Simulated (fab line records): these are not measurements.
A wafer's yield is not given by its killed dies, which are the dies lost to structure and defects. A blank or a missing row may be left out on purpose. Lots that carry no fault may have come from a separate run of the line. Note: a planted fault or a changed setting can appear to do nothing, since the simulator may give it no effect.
A lot that was struck, set against a sound lot + flow sky130 + 21 out of 708 route steps
Sound: wafers L125.2, L125.3, L125.5. Wafers L122.3, L122.4, L122.5 were the ones struck. The cause is named last.
Each step with rows lists, per side, the tool, then ch with its chambers, then its first start. Under that, the readings that differ: sound wafers + struck wafers + difference of the means + sigmas: that difference in standard deviations of wafers without a fault.
alike: a reading whose means differ by less than 2 such deviations, as well as words and numbers matching on both sides. not compared: withheld readings; readings where some wafer has no value; bounds like >300 that might hide an equal value; numbers whose values overlap and for which the record gives no deviation.
A row with sigmas, a row that says differs or no value, or rows on one side alone: a step with any of these is where the two part. When numbers do not overlap yet have no deviation, they are printed without sigmas and do not part them. Lack of a reading on every wafer of one side parts them only where that side has two or more wafers.

first, 1 step without rows for these wafers: SKY_RES_XHIGH_IMPLANT_07.
SKY_RES_XHIGH_STRIP_08: strips in O2/N2.
  sound on plasmaAsher-03 ch 0,1, day 33 02:30; struck on plasmaAsher-02 ch 0,1, day 32 07:41
  alike: drypumpMotorCurrentA, oesProductAu, stripTimeToEndpointS
  not compared: rfHoursCounterH
SKY_RES_XHIGH_TW_MEAS_09:
  sound: filmMetro-04 at day 33 02:37; struck: filmMetro-04 at day 32 07:46
  alike: RES_XHIGH_TW
then, 7 steps without rows for these wafers: SKY_SD_N_DEHYDRATE_00 (time 60 s); SKY_SD_N_HMDS_01 (prime time 60 s); SKY_SD_N_COAT_02 (resist thk 1140 nm); SKY_SD_N_SOFTBAKE_03 (time 60 s); SKY_SD_N_EXPOSE_04 (exposes mask NSDM, target cd 380 nm); SKY_SD_N_PEB_05; SKY_SD_N_DEVELOP_06 (develop time 60 s).
SKY_SD_N_CD_MEAS_07: target cd 380 nm.
  sound: cdSem-02 at day 34 05:16; struck: cdSem-01 at day 33 10:02
  alike: cdNm
SKY_SD_N_OVL_MEAS_08:
  sound: overlay-01 at day 34 05:22; struck: overlay-01 at day 33 10:07
  alike: SD_N_OVL
SKY_SD_N_IMPLANT_09:
  sound on implanter-04 ch 0, day 34 05:26; struck on implanter-03 ch 0, day 33 10:12
| reading                       | sound                     | struck                        | difference | sigmas      |
|-------------------------------|---------------------------|-------------------------------|------------|-------------|
| beamOnS (s)                   | 19.3 19.4 19.7            | 9.9 10.0 9.9                  | -9.5       | -15         |
| doseIonsCm2                   | 3.991e+15 4e+15 4.007e+15 | 1.095e+15 1.095e+15 1.095e+15 | -2.904e+15 | -99 or more |
| endStationPressureTorr (Torr) | 1.18e-05 1.25e-05 1.3e-05 | 9.5e-06 9.7e-06 1.03e-05      | -2.6e-06   | -4          |
| faradayCurrentUA              | 11306 11247 11148         | 6147 6007 6132                | -5138      | -13         |
after that, 1 step had no rows for these wafers: SKY_SD_N_IMPLANT_10.
SKY_SD_N_STRIP_11: strips in O2/N2.
  sound on plasmaAsher-01 ch 0,1, day 34 05:42; struck on plasmaAsher-01 ch 0,1, day 33 10:29
| reading                  | sound             | struck            | difference | sigmas      |
|--------------------------|-------------------|-------------------|------------|-------------|
| oesProductAu (a.u.)      | 0.526 0.526 0.533 | 0.595 0.604 0.600 | +0.071     | +17         |
| stripTimeToEndpointS (s) | 22.49 22.50 22.53 | 18.11 18.12 18.19 | -4.37      | -99 or more |
  alike: drypumpMotorCurrentA
  not compared: rfHoursCounterH
SKY_SD_N_TW_MEAS_12:
  sound: filmMetro-04 at day 34 05:49; struck: filmMetro-03 at day 33 10:34
| reading | sound          | struck         | difference | sigmas |
|---------|----------------|----------------|------------|--------|
| SD_N_TW | 4014 3984 4048 | 3669 3671 3669 | -346       | -6     |
then, 1 step without rows for these wafers: SKY_SD_N_CLEAN_13 (cleans in SC1/SC2, time 150 s).
SKY_SD_N_RTA_14: time 2 s.
  sound on rtpAnneal-02 ch 0, day 34 05:56; struck on rtpAnneal-01 ch 0, day 33 10:41
  alike: chamberO2Ppm, lampPowerPct, wafer_temp_C_max
SKY_SD_N_RS_MEAS_16: the measuring method here is four-point-probe.
  sound: filmMetro-03 at day 34 06:10; struck: filmMetro-01 at day 33 10:52
| reading          | sound             | struck               | difference | sigmas      |
|------------------|-------------------|----------------------|------------|-------------|
| SD_N_RS (ohm/sq) | 68.44 68.60 68.65 | 103.92 104.34 102.60 | +35.06     | +99 or more |
SKY_SD_N_RS_MEAS_17: the measuring method here is four-point-probe.
  sound: filmMetro-03 at day 34 06:17; struck: filmMetro-01 at day 33 10:59
  alike: SD_P_RS
-- here the record skips 16 days between the struck wafers' starts before and after, leaving off in module SD_N and picking up in module PAD_OPEN (first step shown: number 708 of the route) --
SKY_PAD_OPEN_PROBE_99:
  sound: prober-02 at day 50 10:39; struck: prober-01 at day 49 16:10
| reading                             | sound             | struck            | difference | sigmas |
|-------------------------------------|-------------------|-------------------|------------|--------|
| model.etest.resNdiff.lineOhmUm      | 746.7 759.9 748.4 | 1052 1048 1051    | +299       |        |
| model.etest.nfetG5v0d10v5.rOnOhmUm  | 1904 1882 1890    | 2099 2093 2069    | +195       |        |
| model.etest.sonosUncharged.rOnOhmUm | 811 806.4 796.8   | 1006 1002 1010    | +201       |        |
| model.etest.liconNdiff.rcOhm        | 183.4 180.3 187.2 | 298.6 311.2 303.4 | +120.8     |        |
| model.etest.nfet_01v8.rOnOhmUm      | 836.6 844.6 836.5 | 933.9 926.8 921.1 | +88.0      |        |
| model.etest.resNdiffHv.rsOhmSq      | 114 114.2 114.3   | 160.6 160.1 159   | +45.7      |        |
| model.etest.resNdiff.rsOhmSq        | 120.7 119.2 118.9 | 163.1 163.5 162.9 | +43.6      |        |
| model.etest.nfet_01v8_lvt.driveUaUm | 574 570.1 580.9   | 532.8 537.4 534.8 | -40.0      |        |
  alike: killed_at_M0_to_M3, killed_at_M4_up, killedAtContacts, killedAtFrontEnd, killedAtOther, killedDies, killedOpen, killedShort

WHERE THEY PART
Last at SKY_SD_N_RS_MEAS_16 as far as this record goes, first at SKY_SD_N_IMPLANT_09. Later steps at which nothing parts them and some readings are alike: SKY_SD_N_RS_MEAS_17, SKY_PAD_OPEN_PROBE_99.

WHY: what had been put in by the simulator
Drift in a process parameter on implanter-03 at SKY_SD_N_IMPLANT_09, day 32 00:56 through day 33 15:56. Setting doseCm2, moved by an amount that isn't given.
